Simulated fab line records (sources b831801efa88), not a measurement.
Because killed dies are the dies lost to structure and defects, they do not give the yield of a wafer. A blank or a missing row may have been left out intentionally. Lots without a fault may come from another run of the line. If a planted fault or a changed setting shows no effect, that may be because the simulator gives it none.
The same fault as seen by 2 desks	flow gf180mcu	every desk sees just its own numbers, and what lay behind them comes last

## TOOL OWNER'S DESK, lithoTrack-04
The tool's own readings at GF_SAB_DEVELOP_08 (develop time 60 s): means of the sampled wafers that have a number, for each lot that ran on this tool. If a lot's mean is further than 4 standard deviations from the usual mean, the lot is out of limits and carries the mark OUT (the distance appears in the brackets).
Columns: A = developerTempC at GF_SAB_DEVELOP_08, usual 23.00 C
lot	first seen here	A
L299	day 15 17:25	23.05
L300	day 16 02:26	22.98
L301	day 16 15:38	22.30 (-5.4) OUT
L302	day 17 00:19	22.23 (-5.9) OUT
L311	day 20 12:04	22.94
L312	day 20 20:52	23.06
L313	day 21 00:58	23.12
L316	day 22 03:31	23.12
L320	day 23 06:59	23.00
This desk finds L301, L302 out of limits, L301 being first, at day 16 15:38 (developerTempC at GF_SAB_DEVELOP_08). Within limits: L299, L300, L311, L312, L313, L316, L320.

## FROM THE METROLOGY DESK
Means of the sampled wafers that have a number, per lot and without regard to the tool the lot ran on: this is what the gauges read. If a lot's mean is further than 4 standard deviations from the usual mean, the lot is out of limits and carries the mark OUT (the distance appears in the brackets).
Columns: A = V2_W_RS at GF_V2_RS_MEAS_24, usual 0.328 ohm/sq; B = V3_BOW at GF_V3_BOW_MEAS_05, usual 119 um; C = V3_W_THK at GF_V3_THK_MEAS_25, usual 351 nm
lot	first seen here	A	B	C
L297	day 20 16:25	0.318	116	359
L299	day 21 00:07	0.332	110	350
L300	day 21 09:03	0.327	112	349
L301	day 22 00:43	0.321	125	352
L302	day 22 08:44	0.328	116	345
L304	day 22 19:20	0.326	130	354
L311	day 25 14:57	0.325	117	349
L312	day 26 00:01	0.332	113	341
L313	day 26 01:53	0.327	121	357
L315	day 26 16:59	0.337	114	349
L316	day 27 01:25	0.329	112	344
L317	day 27 07:45	0.327	123	354
L319	day 27 23:54	0.330	124	349
L320	day 28 01:37	0.323	117	334
This desk's verdict: no lot among the 14 shows anything out of limits.

## ALL TOGETHER
The tool owner's desk had the chance to raise an alarm at day 16 15:38 on L301, L302.
The metrology desk saw nothing out of limits.
The metrology desk has L301, L302 on record, within its limits.
The lots listed all ran GF_SAB_DEVELOP_08 on lithoTrack-04.

## WHAT THE SIMULATOR HAD PUT IN
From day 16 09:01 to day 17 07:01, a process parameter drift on lithoTrack-04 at GF_SAB_DEVELOP_08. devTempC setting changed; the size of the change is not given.
Lots struck among those shown: L301, L302.
Delay in hours, fault start to first out-of-limits reading, by desk: the tool owner's desk at 7.
